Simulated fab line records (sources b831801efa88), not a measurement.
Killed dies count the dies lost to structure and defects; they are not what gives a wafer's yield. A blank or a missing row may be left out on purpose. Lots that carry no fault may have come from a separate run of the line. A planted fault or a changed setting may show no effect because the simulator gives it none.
Split-lot trial    flow sfq-line    27 wafers read from 5 lots, route of 325 steps

## ABOUT THE SPLIT
At SFQ_TRILAYER_I6_DEP_PECVD_165 (deposits SiO2 from SiH4/N2O, time 111.11 s, target thk 500 nm), the setting time-s was moved away from the recipe's 111.11 s on 9 of the 27 wafers read, by +17.3% to +56.1%. All remaining wafers had this setting at the recipe value.

Reading taken at the split's own step.

## THE READING
SiO2_of_TRILAYER_I6_DEP_PECVD_165.thk-nm (the simulator's own value, which no gauge read), in nm, at SFQ_TRILAYER_I6_DEP_PECVD_165 (deposits SiO2 from SiH4/N2O, time 111.11 s, target thk 500 nm). The file gives no usual value for it. The 18 wafers here that ran the recipe average 504.9 nm, standard deviation 7.6 nm.

wafer   tool, chamber at the split  time-s as run, s  against the recipe  SiO2_of_TRILAYER_I6_DEP_PECVD_165.thk-nm, nm  against lot-mates on the recipe
L074.4  pecvd-03, 2                 111.11            recipe              507.6                                         -
L074.5  pecvd-03, 0                 111.11            recipe              501.4                                         -
L074.6  pecvd-03, 1                 111.11            recipe              511.1                                         -
L076.1  pecvd-04, 1                 111.11            recipe              505.7                                         -
L076.2  pecvd-04, 0                 111.11            recipe              496                                           -
L076.3  pecvd-04, 2                 111.11            recipe              505.2                                         -
L076.4  pecvd-04, 0                 111.11            recipe              495.7                                         -
L076.5  pecvd-04, 2                 111.11            recipe              514.4                                         -
L076.6  pecvd-04, 1                 111.11            recipe              512.5                                         -
L078.1  pecvd-04, 0                 111.11            recipe              493.4                                         -
L078.2  pecvd-04, 1                 173.4             +56.1%              777.4                                         +274.6
L078.3  pecvd-04, 2                 111.11            recipe              503.5                                         -
L078.4  pecvd-04, 0                 173.4             +56.1%              788.7                                         +285.9
L078.5  pecvd-04, 2                 173.4             +56.1%              797.4                                         +294.6
L078.6  pecvd-04, 1                 111.11            recipe              511.6                                         -
L079.1  pecvd-04, 1                 142.2             +28.0%              635.7                                         +136.2
L079.2  pecvd-04, 2                 142.2             +28.0%              636.8                                         +137.3
L079.3  pecvd-04, 0                 111.11            recipe              492                                           -
L079.4  pecvd-04, 2                 111.11            recipe              507.5                                         -
L079.5  pecvd-04, 0                 111.11            recipe              499                                           -
L079.6  pecvd-04, 1                 142.2             +28.0%              642                                           +142.5
L084.1  pecvd-04, 1                 130.3             +17.3%              588.6                                         +78.1
L084.2  pecvd-04, 0                 130.3             +17.3%              578.9                                         +68.4
L084.3  pecvd-04, 2                 130.3             +17.3%              593                                           +82.5
L084.4  pecvd-04, 0                 111.11            recipe              500                                           -
L084.5  pecvd-04, 2                 111.11            recipe              518.6                                         -
L084.6  pecvd-04, 1                 111.11            recipe              512.9                                         -

FIT RESULTS
A straight line over all 27 wafers: SiO2_of_TRILAYER_I6_DEP_PECVD_165.thk-nm changes by +4.99 nm for each +1% of time-s; r = +1.00; the points scatter about the line by 7.9 nm.
The same after taking each lot's own level away (the mean of its wafers on the recipe; 27 wafers): +5.04 nm for each +1%; r = +1.00; scatter 7.7 nm.
According to that fit, moving time-s by its largest amount changes the reading by 2.8e+02 nm.
From 499.50 to 510.50 nm: that is the span of the lots' own levels, equal to 1.5 times the standard deviation above.
The two slopes are in agreement: the lot-to-lot level therefore moves the slope only a little.
Check: +284 nm against its lot-mates is what the line predicts for one of the wafers moved furthest among these (+56.1%) when that wafer is left out of the fit. Against them it came out at +275 nm.

## ADDITIONAL SPLITS CARRIED BY THESE WAFERS
Note: prior to the reading, these wafers also went through further splits. Each is held against what the fit with the lots' levels taken away leaves over:
other split on the same wafers                   wafers away from the commonest value  r with SiO2_of_TRILAYER_I6_DEP_PECVD_165.thk-nm (lot level and that fit taken away)
SFQ_TRILAYER_JJ_TRILAYER_DEP_SPUTTER_112 time-s  9                                     -0.08
SFQ_TRILAYER_A5B_DEP_PECVD_129 time-s            9                                     -0.13
SFQ_TRILAYER_C5_BARC_OPEN_VIA_ETCH_210 time-s    6                                     -0.21

## THE WHOLE CHAIN: every reading that the file lists as answering this split, in the file's order
step                           what it does                                                   reading                                                                                    change (the file's fit)               r (the file's)
SFQ_TRILAYER_I6_DEP_PECVD_165  deposits SiO2 from SiH4/N2O, time 111.11 s, target thk 500 nm  SiO2_of_TRILAYER_I6_DEP_PECVD_165.thk-nm (the simulator's own value, which no gauge read)  +5.01 nm for each +1% of the setting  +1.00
SFQ_TRILAYER_I6_CMP_CMP_166    polishes SiO2                                                  time-to-endpoint-s                                                                         withheld for each +1% of the setting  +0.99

## FILE'S OWN FIT
SiO2_of_TRILAYER_I6_DEP_PECVD_165.thk-nm changes by +5.01 nm for each +1% of time-s, r = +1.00.
